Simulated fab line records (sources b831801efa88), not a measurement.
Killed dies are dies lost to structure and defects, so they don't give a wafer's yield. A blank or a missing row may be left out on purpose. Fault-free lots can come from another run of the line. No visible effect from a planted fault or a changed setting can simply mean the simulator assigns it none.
A lot that was struck, set against a sound lot | flow sky130 | 17 steps out of a route of 708
Sound: wafers L372.1, L372.2, L372.3. Struck: wafers L381.4, L381.5, L381.6. At the end, the cause is stated.
Each step with rows lists, per side, the tool, then ch with its chambers, then its first start. Under that, the readings that differ: sound wafers | struck wafers | difference of the means | sigmas: that difference in standard deviations of wafers without a fault.
alike: readings whose means differ by less than 2 such deviations, and words and numbers that are the same on both sides. not compared: withheld readings, readings that some wafer has no value for, bounds like >300 that may hide the same value, and numbers for which the record gives no deviation and whose values overlap.
A row with sigmas, a row that says differs or no value, or rows on one side alone: a step with any of these is where the two part. When numbers do not overlap yet have no deviation, they are printed without sigmas and do not part them. A reading that every wafer of one side lacks parts them only if that side has two wafers or more.

first, 2 steps without rows for these wafers: SKY_NWELL_IMPLANT_12; SKY_NWELL_IMPLANT_13.
SKY_NWELL_STRIP_14: strips in O2/N2.
  sound on plasma-asher-04 ch 0,1, day 5 15:39; struck on plasma-asher-03 ch 0,1, day 7 08:49
  alike: drypump-motor-current-A, n2-flow-sccm, o2-flow-sccm, oes-product-au, strip-time-to-endpoint-s
  not compared: rf-hours-counter-h
SKY_NWELL_TW_MEAS_15:
  sound on film-metro-03 at day 5 15:45; struck on film-metro-04 at day 7 08:54
  alike: NWELL_TW
then, 7 steps without rows for these wafers: SKY_NWELL_DEHYDRATE_16 (time 60 s); SKY_NWELL_HMDS_17 (prime time 60 s); SKY_NWELL_COAT_18 (resist thk 3000 nm); SKY_NWELL_SOFTBAKE_19; SKY_NWELL_EXPOSE_20 (exposes mask NWM COMPLEMENT, target cd 840 nm); SKY_NWELL_PEB_21; SKY_NWELL_DEVELOP_22 (develop time 60 s).
SKY_NWELL_OVL_MEAS_23:
  sound on overlay-02 at day 6 10:37; struck on overlay-02 at day 8 04:34
  alike: NWELL_01_OVL
SKY_NWELL_IMPLANT_24:
  sound on implanter-01 ch 0, day 6 10:38; struck on implanter-01 ch 0, day 8 04:39
  reading            | sound           | struck         | difference | sigmas
  beam-on-s (s)      | 9.85 9.90 10.35 | 7.62 7.57 8.08 | -2.28      | -13
  faraday-current-uA | 52.8 52.1 50.1  | 67.7 68.5 64.2 | +15.1      | +16
SKY_NWELL_STRIP_25: strips in O2/N2.
  sound on plasma-asher-02 ch 0,1, day 6 10:47; struck on plasma-asher-02 ch 0,1, day 8 04:46
  reading                      | sound             | struck            | difference | sigmas
  strip-time-to-endpoint-s (s) | 37.10 37.05 37.24 | 36.80 36.76 36.87 | -0.32      | -3
  alike: drypump-motor-current-A, n2-flow-sccm, o2-flow-sccm, oes-product-au
  not compared: rf-hours-counter-h
SKY_NWELL_TW_MEAS_26:
  sound on film-metro-04 at day 6 10:53; struck on film-metro-03 at day 8 04:51
  reading    | sound       | struck      | difference | sigmas
  NWELL_2_TW | 505 504 503 | 459 459 459 | -45        | -10
then, 1 step without rows for these wafers: SKY_NWELL_CLEAN_27 (cleans in SC1/SC2, time 150 s).
-- the record jumps here: 41 days lie between the struck wafers' starts before and after (it left off in module NWELL and takes up again in module PAD_OPEN, whose first step shown is number 708 of the route) --
SKY_PAD_OPEN_PROBE_99:
  sound on prober-01 at day 47 05:07; struck on prober-01 at day 48 18:10
  reading                                    | sound                       | struck                        | difference | sigmas
  killed-at-other                            | 0 0 0                       | 1 2 1                         | +1         | +2
  model.etest.pfet_16v.r-on-ohm-um           | 1.473e+04 1.48e+04 1.46e+04 | 1.719e+04 1.703e+04 1.749e+04 | +2.527e+03 |
  model.etest.res-iso-pwell.rs-ohm-sq        | 2881 2929 2752              | 3668 3665 3716                | +829       |
  model.etest.res-pwell-under-gate.rs-ohm-sq | 2290 2270 2287              | 2741 2733 2723                | +450       |
  model.etest.res-iso-pwell.line-ohm-um      | 1078 1102 1023              | 1388 1398 1396                | +326       |
  model.etest.pfet_16v.drive-ua-um           | 250.9 246.4 250.2           | 215.7 216.1 212.8             | -34.3      |
  model.etest.res-nwell.width-nm (nm)        | 828.8 831.3 827.9           | 842.4 843.2 845.4             | +14.3      |
  model.etest.res-iso-pwell.width-nm (nm)    | 2650 2655 2668              | 2626 2649 2641                | -19        |
  model.etest.field-n.vt-v (V)               | 35.41 35.79 34.45           | 31.22 31.19 31.37             | -3.96      |
  alike: killed_at_M0_to_M3, killed_at_M4_up, killed-at-contacts, killed-at-front-end, killed-dies, killed-open, killed-short

WHERE THEY PART
At SKY_NWELL_IMPLANT_24 first; at SKY_PAD_OPEN_PROBE_99 last (within this record only).

WHY: whatever the simulator had introduced
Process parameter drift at SKY_NWELL_IMPLANT_24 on implanter-01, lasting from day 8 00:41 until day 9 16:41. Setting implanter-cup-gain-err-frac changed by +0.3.
